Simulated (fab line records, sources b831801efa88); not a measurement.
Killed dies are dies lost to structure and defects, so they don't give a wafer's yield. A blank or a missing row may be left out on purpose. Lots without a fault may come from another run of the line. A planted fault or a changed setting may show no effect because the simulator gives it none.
Which tool did it? | flow sky130 | 12 lots, 36 wafers sampled, at 3 steps of a route of 708

WHAT THE GAUGES READ, wafer by wafer
SKY_NWELL_OVL_MEAS_10. Usual: NWELL_00_OVL -0.2 nm, standard deviation 1.5.
lot  | measured     | on         | NWELL_00_OVL (nm) | flag
L286 | day 4 17:23  | overlay-01 | -2.4 -0.7 -0.5    |
L287 | day 4 21:02  | overlay-01 | -0.8 -0.8 -0.2    |
L288 | day 5 03:29  | overlay-01 | 0.6 1.3 1.5       |
L289 | day 5 06:53  | overlay-02 | 0.2 -0.1 -0.9     |
L292 | day 5 23:56  | overlay-01 | 2.3 3.0 1.7       |
L293 | day 6 06:56  | overlay-01 | -3.3 -0.6 -1.5    |
L294 | day 6 13:47  | overlay-02 | 0.5 1.9 0.2       |
L295 | day 6 19:23  | overlay-01 | -0.3 -1.8 -1.9    |
L296 | day 7 08:51  | overlay-01 | -1.8 -2.9 -0.2    |
L300 | day 8 05:06  | overlay-02 | 1.3 -0.1 -2.9     |
L303 | day 8 18:12  | overlay-01 | -1.5 -4.4 -1.9    |
L309 | day 10 03:35 | overlay-02 | 2.1 2.2 2.3       |

WHICH TOOL RAN EACH LOT (tool, then ch and the chambers of the sampled wafers, then the start)
lot  | SKY_FIELD_ISO_ETCH_14             | SKY_FIELD_ISO_WET_ETCH_21
L286 | rie_diel-04 ch 0,2,3, day 2 06:42 | wet_bench-01 ch 1, day 2 07:07
L287 | rie_diel-04 ch 0,1,2, day 2 08:39 | wet_bench-03 ch 1, day 2 09:10
L288 | rie_diel-03 ch 0,1, day 2 15:18   | wet_bench-01 ch 1, day 2 15:44
L289 | rie_diel-03 ch 2,3, day 2 21:42   | wet_bench-03 ch 2, day 2 22:07
L292 | rie_diel-03 ch 1,2, day 3 14:18   | wet_bench-01 ch 0, day 3 14:44
L293 | rie_diel-01 ch 0,3, day 3 18:03   | wet_bench-01 ch 1, day 3 18:29
L294 | rie_diel-01 ch 0,1,2, day 3 22:24 | wet_bench-03 ch 1, day 3 22:50
L295 | rie_diel-01 ch 0,1, day 4 04:06   | wet_bench-03 ch 1, day 4 04:31
L296 | rie_diel-03 ch 0,1,3, day 4 08:11 | wet_bench-01 ch 3, day 4 08:37
L300 | rie_diel-01 ch 0,1,2, day 5 07:06 | wet_bench-03 ch 2, day 5 07:32
L303 | rie_diel-03 ch 1,2,3, day 5 22:40 | wet_bench-02 ch 1, day 5 23:05
L309 | rie_diel-03 ch 0,1,2, day 7 04:51 | wet_bench-03 ch 0, day 7 05:17
- SKY_FIELD_ISO_ETCH_14: etches BARC in N2/H2, stops on SiO2, time 45.9 s, target depth 60 nm.
- SKY_FIELD_ISO_WET_ETCH_21: etches SiO2 in dHF, target depth 20 nm, time 400 s.

WHAT THE TOOLS THEMSELVES READ (means of the sampled wafers that have a number; where no wafer has one, the mark that the record gives instead)
SKY_FIELD_ISO_ETCH_14. Usual: chamber_pressure_mTorr 30.00 mTorr, standard deviation 0.031; drypump_motor_current_A 5.6 A, standard deviation 0.43; n2_flow_sccm 100.1 sccm, standard deviation 0.3; oes_product_au 0.855 a.u., standard deviation 0.0047; run_length_s 74.1 s, standard deviation 0.41; throttle_valve_pct 13.224 %, standard deviation 0.0098.
lot  | tool        | chamber_pressure_mTorr (mTorr) | drypump_motor_current_A (A) | n2_flow_sccm (sccm) | oes_product_au (a.u.) | run_length_s (s) | throttle_valve_pct (%) | flag
L286 | rie_diel-04 | 29.99                          | 5.8                         | 100.2               | 0.855                 | 73.9             | 13.227                 |
L287 | rie_diel-04 | 29.98                          | 5.6                         | 100.0               | 0.858                 | 74.0             | 13.230                 |
L288 | rie_diel-03 | 30.01                          | 5.0                         | 99.9                | 0.857                 | 74.4             | 13.223                 |
L289 | rie_diel-03 | 30.01                          | 5.7                         | 100.2               | 0.849                 | 74.1             | 13.228                 |
L292 | rie_diel-03 | 30.00                          | 5.0                         | 100.0               | 0.855                 | 74.5             | 13.224                 |
L293 | rie_diel-01 | 30.00                          | 5.8                         | 100.0               | 0.858                 | 74.1             | 13.233                 |
L294 | rie_diel-01 | 29.99                          | 6.2                         | 99.7                | 0.861                 | 74.0             | 13.216                 |
L295 | rie_diel-01 | 30.05                          | 6.2                         | 100.0               | 0.855                 | 73.9             | 13.224                 |
L296 | rie_diel-03 | 29.99                          | 5.3                         | 99.8                | 0.852                 | 74.6             | 13.224                 |
L300 | rie_diel-01 | 29.99                          | 6.1                         | 100.3               | 0.856                 | 73.9             | 13.218                 |
L303 | rie_diel-03 | 29.99                          | 5.4                         | 99.9                | 0.857                 | 74.1             | 13.227                 |
L309 | rie_diel-03 | 29.98                          | 5.3                         | 100.1               | 0.859                 | 74.5             | 13.218                 |

SKY_FIELD_ISO_WET_ETCH_21. Usual: run_length_s 429 s, standard deviation 4.
lot  | tool         | run_length_s (s) | flag
L286 | wet_bench-01 | 425              |
L287 | wet_bench-03 | 432              |
L288 | wet_bench-01 | 427              |
L289 | wet_bench-03 | 424              |
L292 | wet_bench-01 | 435              |
L293 | wet_bench-01 | 433              |
L294 | wet_bench-03 | 432              |
L295 | wet_bench-03 | 433              |
L296 | wet_bench-01 | 446              | OFF
L300 | wet_bench-03 | 424              |
L303 | wet_bench-02 | 433              |
L309 | wet_bench-03 | 433              |

THE ANSWER, worked out from the rows above alone
Rule: a lot is off if the mean of its wafers that have a number lies more than 3 standard deviations from the usual mean. A lot without any number at a reading at which 4 lots or more have one is off too. The other lots that the step has rows for count as sound. The gauges are gone through in route order, then the tools' own readings, and for those a lot's mean is taken as printed above. The first step at which some lot is off is used, and at that step the reading that is off furthest; a lot without a number counts as furthest.
Off: L296, at SKY_FIELD_ISO_WET_ETCH_21 (run_length_s).
A tool fits if, at that step or a process step before it, it ran every lot that is off, and no sound lot after the first of them. One fits: wet_bench-01 at SKY_FIELD_ISO_WET_ETCH_21. Its last sound lot is L293 (day 3 18:29), its first lot that is off L296 (day 4 08:37): a fault that began between those two fits.

WHAT THE SIMULATOR HAD PUT IN
Process parameter drift: wet_bench-01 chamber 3, from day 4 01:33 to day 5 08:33, at SKY_FIELD_ISO_WET_ETCH_21. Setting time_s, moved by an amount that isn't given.
Lots struck among those shown: L296. The rule above found the same.
